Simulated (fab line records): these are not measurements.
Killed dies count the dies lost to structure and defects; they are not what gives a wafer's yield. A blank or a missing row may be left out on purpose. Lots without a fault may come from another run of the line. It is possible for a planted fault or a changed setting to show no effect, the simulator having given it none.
Which tool did it? + flow sky130 + Sampling: 11 lots, 33 wafers, 5 of 708 route steps

== WHAT THE GAUGES READ, wafer by wafer ==
SKY_VIA4_THK_MEAS_01.
| lot  | measured     | on           | VIA4_HDPCVD_THK (nm) |
|------|--------------|--------------|----------------------|
| L865 | day 41 12:42 | filmMetro-04 | 1716 1725 1703       |
| L866 | day 42 06:11 | filmMetro-03 | 1747 1749 1745       |
| L868 | day 42 20:03 | filmMetro-04 | 1786 1786 1759       |
| L869 | day 43 20:22 | filmMetro-03 | 1761 1751 1735       |
| L872 | day 44 00:38 | filmMetro-02 | 2140 2157 2148       |
| L873 | day 44 04:40 | filmMetro-04 | 1754 1732 1754       |
| L877 | day 45 06:49 | filmMetro-02 | 2113 2113 2131       |
| L879 | day 45 17:08 | filmMetro-03 | 1733 1735 1756       |
| L884 | day 46 18:58 | filmMetro-04 | 1734 1749 1755       |
| L888 | day 48 08:50 | filmMetro-03 | 1759 1783 1745       |
| L887 | day 49 05:41 | filmMetro-04 | 1748 1743 1742       |

SKY_METAL5_RS_MEAS_05: measurement is done with a four-point probe.
| lot  | measured     | on           | METAL5_ALCU_RS (ohm/sq) |
|------|--------------|--------------|-------------------------|
| L865 | day 42 13:58 | filmMetro-04 | 0.02751 0.02731 0.02722 |
| L866 | day 43 06:50 | filmMetro-04 | 0.02721 0.0272 0.02706  |
| L868 | day 43 20:32 | filmMetro-01 | 0.02719 0.02668 0.02729 |
| L869 | day 44 20:46 | filmMetro-03 | 0.02712 0.02702 0.02703 |
| L872 | day 45 01:40 | filmMetro-03 | 0.02718 0.02709 0.027   |
| L873 | day 45 04:47 | filmMetro-04 | 0.02705 0.02713 0.02705 |
| L877 | day 46 14:10 | filmMetro-03 | 0.02709 0.02684 0.02665 |
| L879 | day 46 19:35 | filmMetro-03 | 0.02718 0.02718 0.0271  |
| L884 | day 47 20:53 | filmMetro-03 | 0.02664 0.02693 0.02669 |
| L888 | day 49 05:37 | filmMetro-03 | 0.02698 0.02703 0.02687 |
| L887 | day 50 01:00 | filmMetro-03 | 0.02734 0.02758 0.02743 |

== WHICH TOOL RAN EACH LOT (tool, then ch and the chambers of the sampled wafers, then the start) ==
| lot  | SKY_METAL3_METAL_ETCH_18         | SKY_VIA4_HDPCVD_00               | SKY_VIA4_SPUTTER_17         |
|------|----------------------------------|----------------------------------|-----------------------------|
| L865 | rieMetal-03 ch 0,1, day 38 05:25 | hdpcvd-02 ch 0,1,2, day 41 12:31 | pvdSputter-03, day 42 13:05 |
| L866 | rieMetal-03 ch 0,1, day 39 00:38 | hdpcvd-01 ch 0,1,2, day 42 06:04 | pvdSputter-03, day 43 05:55 |
| L868 | rieMetal-04 ch 1, day 39 15:13   | hdpcvd-02 ch 0,1,2, day 42 19:56 | pvdSputter-01, day 43 19:37 |
| L869 | rieMetal-01 ch 0,1, day 40 16:18 | hdpcvd-01 ch 1,2, day 43 20:10   | pvdSputter-02, day 44 19:52 |
| L872 | rieMetal-04 ch 0,1, day 40 21:08 | hdpcvd-02 ch 0,1, day 44 00:26   | pvdSputter-03, day 45 00:32 |
| L873 | rieMetal-03 ch 0,1, day 41 01:05 | hdpcvd-01 ch 1,2, day 44 04:28   | pvdSputter-01, day 45 03:53 |
| L877 | rieMetal-01 ch 0,1, day 42 05:47 | hdpcvd-02 ch 1,2, day 45 06:38   | pvdSputter-02, day 46 04:27 |
| L879 | rieMetal-01 ch 0,1, day 42 17:35 | hdpcvd-01 ch 0,2, day 45 16:57   | pvdSputter-01, day 46 14:20 |
| L884 | rieMetal-03 ch 0,1, day 44 02:36 | hdpcvd-01 ch 0,1,2, day 46 18:47 | pvdSputter-01, day 47 20:00 |
| L888 | rieMetal-04 ch 1, day 45 13:23   | hdpcvd-02 ch 0,1, day 48 08:40   | pvdSputter-02, day 49 04:29 |
| L887 | rieMetal-03 ch 0,1, day 46 12:38 | hdpcvd-01 ch 1,2, day 49 05:31   | pvdSputter-03, day 50 00:08 |
- SKY_METAL3_METAL_ETCH_18: etches the open film in Cl2/BCl3, stops on SiO2, target depth 845 nm, time 183.1 s.
- SKY_VIA4_HDPCVD_00: deposits SiO2, target thk 1750 nm, time 291.7 s.
- SKY_VIA4_SPUTTER_17: material TiN, target thk 20 nm, time 80 s.

== WHAT THE TOOLS THEMSELVES READ (means of the sampled wafers that have a number; where no wafer has one, the mark that the record gives instead) ==
SKY_METAL3_METAL_ETCH_18.
| lot  | tool        | drypumpMotorCurrentA (A) | oesProductAu (a.u.) | rfFwdPowerW (W) | throttleValvePct (%) |
|------|-------------|--------------------------|---------------------|-----------------|----------------------|
| L865 | rieMetal-03 | 6.0                      | 0.859               | 898.2           | 22.261               |
| L866 | rieMetal-03 | 6.2                      | 0.868               | 896.5           | 22.275               |
| L868 | rieMetal-04 | 5.4                      | 0.862               | 898.5           | 22.265               |
| L869 | rieMetal-01 | 5.8                      | 0.869               | 895.1           | 22.258               |
| L872 | rieMetal-04 | 5.4                      | 0.859               | 897.9           | 22.266               |
| L873 | rieMetal-03 | 6.1                      | 0.867               | 896.8           | 22.265               |
| L877 | rieMetal-01 | 5.8                      | 0.864               | 897.1           | 22.263               |
| L879 | rieMetal-01 | 5.7                      | 0.862               | 898.1           | 22.256               |
| L884 | rieMetal-03 | 6.1                      | 0.868               | 896.0           | 22.264               |
| L888 | rieMetal-04 | 5.4                      | 0.865               | 896.9           | 22.263               |
| L887 | rieMetal-03 | 6.0                      | 0.865               | 897.1           | 22.267               |

SKY_VIA4_HDPCVD_00.
| lot  | tool      | runLengthS (s) |
|------|-----------|----------------|
| L865 | hdpcvd-02 | 319.3          |
| L866 | hdpcvd-01 | 319.7          |
| L868 | hdpcvd-02 | 319.7          |
| L869 | hdpcvd-01 | 319.3          |
| L872 | hdpcvd-02 | 384.0          |
| L873 | hdpcvd-01 | 319.7          |
| L877 | hdpcvd-02 | 383.8          |
| L879 | hdpcvd-01 | 320.3          |
| L884 | hdpcvd-01 | 319.7          |
| L888 | hdpcvd-02 | 319.7          |
| L887 | hdpcvd-01 | 318.9          |

SKY_VIA4_SPUTTER_17.
| lot  | tool          | throttleValvePct (%) |
|------|---------------|----------------------|
| L865 | pvdSputter-03 | 30.8                 |
| L866 | pvdSputter-03 | 31.3                 |
| L868 | pvdSputter-01 | 29.9                 |
| L869 | pvdSputter-02 | 28.7                 |
| L872 | pvdSputter-03 | 32.0                 |
| L873 | pvdSputter-01 | 30.0                 |
| L877 | pvdSputter-02 | 30.4                 |
| L879 | pvdSputter-01 | 30.2                 |
| L884 | pvdSputter-01 | 30.1                 |
| L888 | pvdSputter-02 | 31.2                 |
| L887 | pvdSputter-03 | 31.9                 |

== THE ANSWER, worked out from the rows above alone ==
Rule: usual is defined by the lots themselves. The widest of any qualifying gaps counts: lots, ordered by their means at a reading, are off when they make up no more than a third of the lots, leave a main group of 4 or more, and stand apart from it by 3 or more times the standard deviation of that group's means. A main group whose means are all the same, to the digits that the tables above print for the reading, isn't used. Also off: a lot with no number at a reading for which 4 or more lots have one. The other lots that the step has rows for count as sound. First the gauges in route order, then the tools' own readings, where a lot's mean is used as printed above. The first step at which some lot is off is used, and at that step the reading that is off furthest; a lot without a number counts as furthest.
Off: L872, L877, at SKY_VIA4_THK_MEAS_01 (VIA4_HDPCVD_THK). The main group: mean 1748 nm, standard deviation 16.
A tool fits if, at a process step before that reading, it ran every lot that is off, and no sound lot after the first of them. Not tried: the gauges at SKY_VIA4_THK_MEAS_01; whatever is off there is also off at SKY_VIA4_HDPCVD_00, on other tools, and gauge error can't account for it. Of those tried, none fits.

== WHAT HAD BEEN PUT IN BY THE SIMULATOR ==
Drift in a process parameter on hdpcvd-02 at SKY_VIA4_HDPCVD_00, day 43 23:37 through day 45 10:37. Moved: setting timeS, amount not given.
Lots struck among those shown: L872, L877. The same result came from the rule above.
